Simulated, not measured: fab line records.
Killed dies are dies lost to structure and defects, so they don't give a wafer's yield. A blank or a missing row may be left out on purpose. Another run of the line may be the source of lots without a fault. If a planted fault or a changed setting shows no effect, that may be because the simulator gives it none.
fab line records + flow gf180mcu
[record]
- lots = 15
- wafers = 45
- last-day = 34
route steps=602 shown M4@461 V4@488
lots with no fault: from the same line, run without faults
start-h: hours from the record's opening day to when the first of the lot's shown wafers began + wait-h: hours from the lot's prior step to this one + " same as the row above + L1.1+2: one row covering several wafers at once + - no value, or no start was given + * or withheld: withheld + < > ~ a bound
route shown NAME@n: a module of which the file shows steps, and the number in the route of the first + usual: mean/standard deviation taken from wafers without a fault + same: alike in all rows + chamber/n: place in a boat + sites: each site's reading + _std_site: standard deviation of those values + _edge_site: inner sites' mean taken away from outer sites' mean + radius-mm: for every site, how far away it sits from the centre of the wafer + mask NAME#n: copy n + behind: the tool/chamber that last shaped the wafer + hold: what put the lot on hold/how long, in hours/how the hold closed + device: transistor that didn't switch, given as n, p or np + end of line: the tests these same wafers got at the end of their route + a step with no rows: only its recipe + killed: count of dies lost to structure and defects at first sort (not the wafer's yield) + map: dies across one wafer; x = killed, . = not, _ = none there
set.NAME: setting as actually run; set.NAME@STEP: the setting as run at that earlier step + model.NAME: the simulator's own value behind a step, which no gauge read
one table for each step of the route and one row for each wafer, over a sample of lots
services: the hour from which a tool's chamber was out of use, counted from the record's first day as start-h (under 0 if before that day), plus the number of hours and why
[[steps]]
[step GF_M4_RS_MEAS_05]
[recipe]
- thk-meas-gauge = four-point-probe
- reads = TiN_of_M4_SPUTTER_04+Ti_of_M4_SPUTTER_03+AlCu_of_M4_SPUTTER_02+TiN_of_M4_SPUTTER_01+Ti_of_M4_SPUTTER_00
[usual]
- M4_ALCU_RS = 0.0694/0.00088
| lot.wafer | tool          | chamber | start-h | wait-h | M4_ALCU_RS[ohm/sq] |
|-----------|---------------|---------|---------|--------|--------------------|
| L718.1    | film-metro-02 | -       | 547.76  | 0.0    | 0.0694             |
| L718.2    | "             | -       | "       | "      | 0.0694             |
| L718.6    | "             | -       | "       | "      | 0.0691             |
| L720.1    | film-metro-03 | -       | 558.83  | 0.0    | 0.0697             |
| L720.2    | "             | -       | "       | "      | 0.0695             |
| L720.4    | "             | -       | "       | "      | 0.0701             |
| L719.2    | film-metro-03 | -       | 562.64  | 0.0    | 0.0688             |
| L719.4    | "             | -       | "       | "      | 0.0696             |
| L719.5    | "             | -       | "       | "      | 0.0691             |
| L722.1    | film-metro-02 | -       | 576.30  | 0.0    | 0.0696             |
| L722.5    | "             | -       | "       | "      | 0.0692             |
| L722.6    | "             | -       | "       | "      | 0.0699             |
| L723.1    | film-metro-04 | -       | 581.40  | 0.0    | 0.0682             |
| L723.4    | "             | -       | "       | "      | 0.0682             |
| L723.5    | "             | -       | "       | "      | 0.0685             |
| L724.2    | film-metro-02 | -       | 590.12  | 0.0    | 0.0691             |
| L724.4    | "             | -       | "       | "      | 0.0694             |
| L724.6    | "             | -       | "       | "      | 0.0694             |
| L727.2    | film-metro-02 | -       | 614.07  | 0.0    | 0.0696             |
| L727.5    | "             | -       | "       | "      | 0.0700             |
| L727.6    | "             | -       | "       | "      | 0.0697             |
| L729.1    | film-metro-02 | -       | 631.99  | 0.0    | 0.0708             |
| L729.4    | "             | -       | "       | "      | 0.0709             |
| L729.6    | "             | -       | "       | "      | 0.0706             |
| L732.2    | film-metro-02 | -       | 656.21  | 0.0    | 0.0699             |
| L732.4    | "             | -       | "       | "      | 0.0688             |
| L732.5    | "             | -       | "       | "      | 0.0692             |
| L733.1    | film-metro-02 | -       | 659.74  | 0.0    | 0.0684             |
| L733.5    | "             | -       | "       | "      | 0.0689             |
| L733.6    | "             | -       | "       | "      | 0.0685             |
| L734.2    | film-metro-03 | -       | 666.59  | 0.0    | 0.0710             |
| L734.3    | "             | -       | "       | "      | 0.0704             |
| L734.5    | "             | -       | "       | "      | 0.0706             |
| L735.3    | film-metro-04 | -       | 673.00  | 0.1    | 0.0701             |
| L735.4    | "             | -       | "       | "      | 0.0704             |
| L735.5    | "             | -       | "       | "      | 0.0694             |
| L736.1    | film-metro-04 | -       | 679.36  | 0.0    | 0.0684             |
| L736.2    | "             | -       | "       | "      | 0.0695             |
| L736.4    | "             | -       | "       | "      | 0.0686             |
| L737.1    | film-metro-02 | -       | 691.40  | 0.0    | 0.0715             |
| L737.2    | "             | -       | "       | "      | 0.0711             |
| L737.6    | "             | -       | "       | "      | 0.0712             |
| L738.2    | film-metro-03 | -       | 695.52  | 0.0    | 0.0695             |
| L738.3    | "             | -       | "       | "      | 0.0690             |
| L738.5    | "             | -       | "       | "      | 0.0697             |
[step GF_M4_CD_MEAS_14]
[recipe]
- target-cd-nm = 280
[usual]
- cd-nm = 279.9/1.1
| lot.wafer | tool      | chamber | start-h | wait-h | cd-nm |
|-----------|-----------|---------|---------|--------|-------|
| L718.1    | cd-sem-02 | -       | 570.08  | 0.1    | 279.9 |
| L718.2    | "         | -       | "       | "      | 280.8 |
| L718.6    | "         | -       | "       | "      | 279.6 |
| L720.1    | cd-sem-02 | -       | 580.87  | 0.1    | 279.4 |
| L720.2    | "         | -       | "       | "      | 278.2 |
| L720.4    | "         | -       | "       | "      | 278.5 |
| L719.2    | cd-sem-02 | -       | 583.70  | 0.1    | 278.9 |
| L719.4    | "         | -       | "       | "      | 279.3 |
| L719.5    | "         | -       | "       | "      | 280.2 |
| L722.1    | cd-sem-02 | -       | 597.33  | 0.1    | 280.7 |
| L722.5    | "         | -       | "       | "      | 280.5 |
| L722.6    | "         | -       | "       | "      | 280.4 |
| L723.1    | cd-sem-02 | -       | 602.92  | 0.1    | 281.2 |
| L723.4    | "         | -       | "       | "      | 280.2 |
| L723.5    | "         | -       | "       | "      | 279.8 |
| L724.2    | cd-sem-02 | -       | 610.77  | 0.1    | 280.7 |
| L724.4    | "         | -       | "       | "      | 280.0 |
| L724.6    | "         | -       | "       | "      | 280.1 |
| L727.2    | cd-sem-01 | -       | 634.40  | 0.1    | 280.3 |
| L727.5    | "         | -       | "       | "      | 280.8 |
| L727.6    | "         | -       | "       | "      | 280.6 |
| L729.1    | cd-sem-01 | -       | 651.98  | 0.1    | 279.1 |
| L729.4    | "         | -       | "       | "      | 280.2 |
| L729.6    | "         | -       | "       | "      | 280.5 |
| L732.2    | cd-sem-02 | -       | 675.45  | 0.1    | 282.1 |
| L732.4    | "         | -       | "       | "      | 282.0 |
| L732.5    | "         | -       | "       | "      | 282.2 |
| L733.1    | cd-sem-02 | -       | 679.02  | 0.1    | 279.1 |
| L733.5    | "         | -       | "       | "      | 278.9 |
| L733.6    | "         | -       | "       | "      | 279.4 |
| L734.2    | cd-sem-01 | -       | 685.67  | 0.1    | 279.8 |
| L734.3    | "         | -       | "       | "      | 279.5 |
| L734.5    | "         | -       | "       | "      | 278.7 |
| L735.3    | cd-sem-02 | -       | 691.72  | 0.1    | 281.4 |
| L735.4    | "         | -       | "       | "      | 281.8 |
| L735.5    | "         | -       | "       | "      | 280.9 |
| L736.1    | cd-sem-02 | -       | 698.13  | 0.1    | 279.2 |
| L736.2    | "         | -       | "       | "      | 279.8 |
| L736.4    | "         | -       | "       | "      | 279.6 |
| L737.1    | cd-sem-01 | -       | 710.10  | 0.1    | 279.2 |
| L737.2    | "         | -       | "       | "      | 281.2 |
| L737.6    | "         | -       | "       | "      | 280.4 |
| L738.2    | cd-sem-01 | -       | 713.97  | 0.1    | 278.8 |
| L738.3    | "         | -       | "       | "      | 279.3 |
| L738.5    | "         | -       | "       | "      | 279.3 |
[step GF_M4_STRIP_17]
[recipe]
- chemistry = O2/N2
- power-w = 1400
- pressure-mtorr = 1500
- platen-temp-c = 250
- o2-flow-sccm = 3000
- n2-flow-sccm = 300
- overash-fraction = 0.5
[usual]
- drypump-motor-current-A = 5.9/0.54
- heater-power-w = 303/18
- o2-flow-sccm = 2999/8.6
- oes-product-au = 0.537/0.0045
- platen-temp-c = 250.01/0.19
- strip-time-to-endpoint-s = 7.36/0.054
| lot.wafer | tool            | chamber | start-h | wait-h | drypump-motor-current-A | heater-power-w | o2-flow-sccm | oes-product-au | platen-temp-c | rf-hours-counter-h | strip-time-to-endpoint-s |
|-----------|-----------------|---------|---------|--------|-------------------------|----------------|--------------|----------------|---------------|--------------------|--------------------------|
| L718.1    | plasma-asher-03 | 1       | 570.36  | 0.1    | 6.2                     | 323            | 2999         | 0.538          | 250.11        | 14                 | 7.36                     |
| L718.2    | "               | 0       | "       | "      | 5.1                     | 311            | 2985         | 0.546          | 250.02        | 14                 | 7.48                     |
| L718.6    | "               | 0       | "       | "      | 5.2                     | 303            | 2993         | 0.538          | 250.23        | -                  | 7.38                     |
| L720.1    | plasma-asher-02 | 0       | 581.16  | 0.1    | 6.4                     | 305            | 3012         | 0.536          | 250.26        | 79                 | 7.30                     |
| L720.2    | "               | 1       | "       | "      | 6.2                     | 269            | 3008         | 0.535          | 249.99        | 79                 | 7.36                     |
| L720.4    | "               | 0       | "       | "      | 6.4                     | 310            | 3003         | 0.530          | 249.93        | -                  | 7.40                     |
| L719.2    | plasma-asher-02 | 0       | 583.96  | 0.1    | 6.4                     | 315            | 3000         | 0.538          | 250.02        | 79                 | 7.42                     |
| L719.4    | "               | 1       | "       | "      | 6.2                     | 271            | 2984         | 0.534          | 250.18        | -                  | 7.35                     |
| L719.5    | "               | 0       | "       | "      | 6.4                     | 308            | 2989         | 0.537          | 249.79        | -                  | 7.45                     |
| L722.1    | plasma-asher-03 | 1       | 597.61  | 0.1    | 6.3                     | 322            | 2983         | 0.533          | 250.08        | 18                 | 7.36                     |
| L722.5    | "               | 1       | "       | "      | 6.3                     | 331            | 2996         | 0.534          | 249.86        | -                  | 7.29                     |
| L722.6    | "               | 0       | "       | "      | 5.1                     | 307            | 3002         | 0.542          | 249.68        | -                  | 7.37                     |
| L723.1    | plasma-asher-02 | 1       | 603.21  | 0.1    | 6.2                     | 266            | 3005         | 0.538          | 250.09        | 81                 | 7.32                     |
| L723.4    | "               | 0       | "       | "      | 6.4                     | 304            | 3000         | 0.541          | 249.85        | -                  | 7.31                     |
| L723.5    | "               | 0       | "       | "      | 6.4                     | 313            | 2992         | 0.538          | 249.90        | -                  | 7.33                     |
| L724.2    | plasma-asher-03 | 0       | 611.03  | 0.1    | 5.1                     | 309            | 3005         | 0.532          | 249.79        | 19                 | 7.28                     |
| L724.4    | "               | 1       | "       | "      | 6.2                     | 319            | 3001         | 0.533          | 250.00        | -                  | 7.34                     |
| L724.6    | "               | 1       | "       | "      | 6.2                     | 320            | 3011         | 0.542          | 250.22        | -                  | 7.34                     |
| L727.2    | plasma-asher-03 | 0       | 634.66  | 0.1    | 5.1                     | 299            | 2984         | 0.536          | 249.89        | 21                 | 7.37                     |
| L727.5    | "               | 1       | "       | "      | 6.3                     | 320            | 2995         | 0.535          | 249.67        | -                  | 7.35                     |
| L727.6    | "               | 0       | "       | "      | 5.1                     | 300            | 3008         | 0.536          | 250.36        | -                  | 7.35                     |
| L729.1    | plasma-asher-02 | 1       | 652.26  | 0.1    | 6.2                     | 280            | 2981         | 0.552          | 249.90        | 86                 | 7.48                     |
| L729.4    | "               | 1       | "       | "      | 6.2                     | 270            | 2991         | 0.537          | 249.85        | -                  | 7.36                     |
| L729.6    | "               | 1       | "       | "      | 6.2                     | 276            | 3003         | 0.540          | 249.58        | -                  | 7.31                     |
| L732.2    | plasma-asher-03 | 1       | 675.71  | 0.1    | 6.2                     | 314            | 3004         | 0.534          | 250.18        | 26                 | 7.33                     |
| L732.4    | "               | 0       | "       | "      | 5.1                     | 304            | 2995         | 0.530          | 249.98        | -                  | 7.34                     |
| L732.5    | "               | 0       | "       | "      | 5.1                     | 301            | 2999         | 0.537          | 250.19        | -                  | 7.29                     |
| L733.1    | plasma-asher-01 | 0       | 679.31  | 0.1    | 5.2                     | 320            | 2990         | 0.540          | 250.22        | 57                 | 7.42                     |
| L733.5    | "               | 0       | "       | "      | 5.2                     | 315            | 3002         | 0.532          | 250.12        | -                  | 7.41                     |
| L733.6    | "               | 1       | "       | "      | 5.3                     | 291            | 2988         | 0.537          | 250.29        | -                  | 7.35                     |
| L734.2    | plasma-asher-03 | 1       | 685.93  | 0.1    | 6.3                     | 319            | 2993         | 0.543          | 250.22        | 28                 | 7.44                     |
| L734.3    | "               | 0       | "       | "      | 5.1                     | 304            | 2996         | 0.533          | 249.88        | -                  | 7.39                     |
| L734.5    | "               | 1       | "       | "      | 6.3                     | 324            | 3003         | 0.540          | 250.18        | -                  | 7.45                     |
| L735.3    | plasma-asher-03 | 1       | 691.99  | 0.1    | 6.3                     | 316            | 2995         | 0.529          | 249.99        | -                  | 7.35                     |
| L735.4    | "               | 0       | "       | "      | 5.1                     | 310            | 3002         | 0.541          | 249.95        | -                  | 7.39                     |
| L735.5    | "               | 0       | "       | "      | 5.1                     | 303            | 3015         | 0.536          | 250.32        | -                  | 7.35                     |
| L736.1    | plasma-asher-02 | 0       | 698.41  | 0.1    | 6.4                     | 318            | 3001         | 0.536          | 249.92        | 90                 | 7.38                     |
| L736.2    | "               | 1       | "       | "      | 6.2                     | 268            | 3003         | 0.544          | 250.48        | 90                 | 7.34                     |
| L736.4    | "               | 1       | "       | "      | 6.2                     | 277            | 3001         | 0.536          | 249.99        | -                  | 7.40                     |
| L737.1    | plasma-asher-02 | 0       | 710.38  | 0.1    | 6.4                     | 313            | 2997         | 0.534          | 249.91        | 91                 | 7.34                     |
| L737.2    | "               | 1       | "       | "      | 6.2                     | 272            | 3021         | 0.542          | 249.94        | 91                 | 7.38                     |
| L737.6    | "               | 0       | "       | "      | 6.4                     | 320            | 2996         | 0.537          | 249.57        | -                  | 7.30                     |
| L738.2    | plasma-asher-03 | 0       | 714.23  | 0.1    | 5.1                     | 303            | 3002         | 0.528          | 250.16        | 32                 | 7.34                     |
| L738.3    | "               | 0       | "       | "      | 5.1                     | 309            | 3001         | 0.533          | 250.13        | -                  | 7.36                     |
| L738.5    | "               | 0       | "       | "      | 5.1                     | 309            | 3011         | 0.536          | 249.93        | -                  | 7.30                     |
[step GF_V4_PEB_12]
[recipe]
- peb-temp-c = 135
- peb-time-s = 90
- resist = KrF
[usual]
- chill-plate-temp-C = 23.03/0.097
- exhaust-pa = 45.1/0.82
| lot.wafer | tool           | chamber | start-h | wait-h | chill-plate-temp-C | exhaust-pa |
|-----------|----------------|---------|---------|--------|--------------------|------------|
| L718.1    | litho-track-02 | 0       | 592.63  | -      | 22.92              | 44.3       |
| L718.2    | "              | 0       | "       | "      | 22.82              | 46.1       |
| L718.6    | "              | 0       | "       | "      | 22.79              | 44.1       |
| L720.1    | litho-track-02 | 0       | 603.03  | -      | 22.98              | 45.8       |
| L720.2    | "              | 0       | "       | "      | 22.90              | 45.4       |
| L720.4    | "              | 0       | "       | "      | 23.03              | 45.1       |
| L719.2    | litho-track-04 | 0       | 606.13  | -      | 23.10              | 45.0       |
| L719.4    | "              | 0       | "       | "      | 23.13              | 45.6       |
| L719.5    | "              | 0       | "       | "      | 23.12              | 45.4       |
| L722.1    | litho-track-02 | 0       | 619.63  | -      | 23.05              | 45.5       |
| L722.5    | "              | 0       | "       | "      | 23.19              | 45.5       |
| L722.6    | "              | 0       | "       | "      | 23.02              | 45.2       |
| L723.1    | litho-track-02 | 0       | 625.18  | -      | 23.09              | 44.2       |
| L723.4    | "              | 0       | "       | "      | 23.15              | 44.5       |
| L723.5    | "              | 0       | "       | "      | 23.12              | 45.2       |
| L724.2    | litho-track-02 | 0       | 633.07  | -      | 23.24              | 44.0       |
| L724.4    | "              | 0       | "       | "      | 23.04              | 43.5       |
| L724.6    | "              | 0       | "       | "      | 23.12              | 44.3       |
| L727.2    | litho-track-02 | 0       | 655.37  | -      | 22.91              | 44.9       |
| L727.5    | "              | 0       | "       | "      | 22.73              | 45.6       |
| L727.6    | "              | 0       | "       | "      | 22.97              | 45.1       |
| L729.1    | litho-track-02 | 0       | 673.08  | -      | 23.11              | 42.7       |
| L729.4    | "              | 0       | "       | "      | 23.12              | 44.8       |
| L729.6    | "              | 0       | "       | "      | 23.07              | 45.0       |
| L732.2    | litho-track-01 | -       | 694.96  | -      | -                  | -          |
| L732.4    | "              | -       | "       | "      | -                  | -          |
| L732.5    | "              | -       | "       | "      | -                  | -          |
| L733.1    | litho-track-02 | -       | 698.98  | -      | -                  | -          |
| L733.5    | "              | -       | "       | "      | -                  | -          |
| L733.6    | "              | -       | "       | "      | -                  | -          |
| L734.2    | litho-track-02 | -       | 705.92  | -      | -                  | -          |
| L734.3    | "              | -       | "       | "      | -                  | -          |
| L734.5    | "              | -       | "       | "      | -                  | -          |
| L735.3    | litho-track-04 | 0       | 711.72  | -      | 22.97              | 43.7       |
| L735.4    | "              | 0       | "       | "      | 22.96              | 44.3       |
| L735.5    | "              | 0       | "       | "      | 22.96              | 44.3       |
| L736.1    | litho-track-04 | 0       | 717.70  | -      | 23.11              | 44.2       |
| L736.2    | "              | 0       | "       | "      | 23.10              | 43.7       |
| L736.4    | "              | 0       | "       | "      | 22.96              | 45.8       |
| L737.1    | litho-track-02 | 0       | 729.53  | -      | 23.04              | 46.8       |
| L737.2    | "              | 0       | "       | "      | 23.07              | 46.0       |
| L737.6    | "              | 0       | "       | "      | 23.12              | 46.4       |
| L738.2    | litho-track-04 | 0       | 733.08  | -      | 22.98              | 44.0       |
| L738.3    | "              | 0       | "       | "      | 23.03              | 44.2       |
| L738.5    | "              | 0       | "       | "      | 22.95              | 44.1       |
[[services]]
| tool            | chamber | start-h | hours | kind                      |
|-----------------|---------|---------|-------|---------------------------|
| litho-track-01  | -       | 583.28  | -     | consumable-replace:filter |
| plasma-asher-01 | -       | 584.18  | 6.5   | repair                    |
| plasma-asher-03 | -       | 628.79  | 2.8   | pm                        |
| plasma-asher-02 | -       | 671.70  | 14.6  | pm                        |
| plasma-asher-01 | -       | 686.30  | 27.3  | pm                        |
| plasma-asher-02 | -       | 691.72  | 0.7   | repair                    |
[[key]]
[first-sign]
- step = GF_V4_PEB_12
- reading = tool-record
- direction = missing
effect none on later readings
met-at GF_V4_PEB_12
struck-lots L732,L733,L734
later-rows-left-out L732.2,L732.4,L732.5,L733.1,L733.5,L733.6,L734.2,L734.3,L734.5
sort-left-out L732.2,L732.4,L732.5,L733.1,L733.5,L733.6,L734.2,L734.3,L734.5
not-acting-at GF_M4_RS_MEAS_05,GF_M4_CD_MEAS_14,GF_M4_STRIP_17
onset-between 673.08 694.96
[fault]
- kind = skipped-step-whole
- tool = litho-track-01,litho-track-02
- chamber = -
- onset-h = 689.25
- steps = GF_V4_PEB_12
- scope = struck-lots-only
// sort-left-out: the simulated sort isn't trusted on such a fault, so these wafers' sort isn't shown, and their yield isn't known
// later-rows-left-out: the simulator's readings of these wafers behind a module that went badly wrong aren't trusted and aren't shown, but for the sort
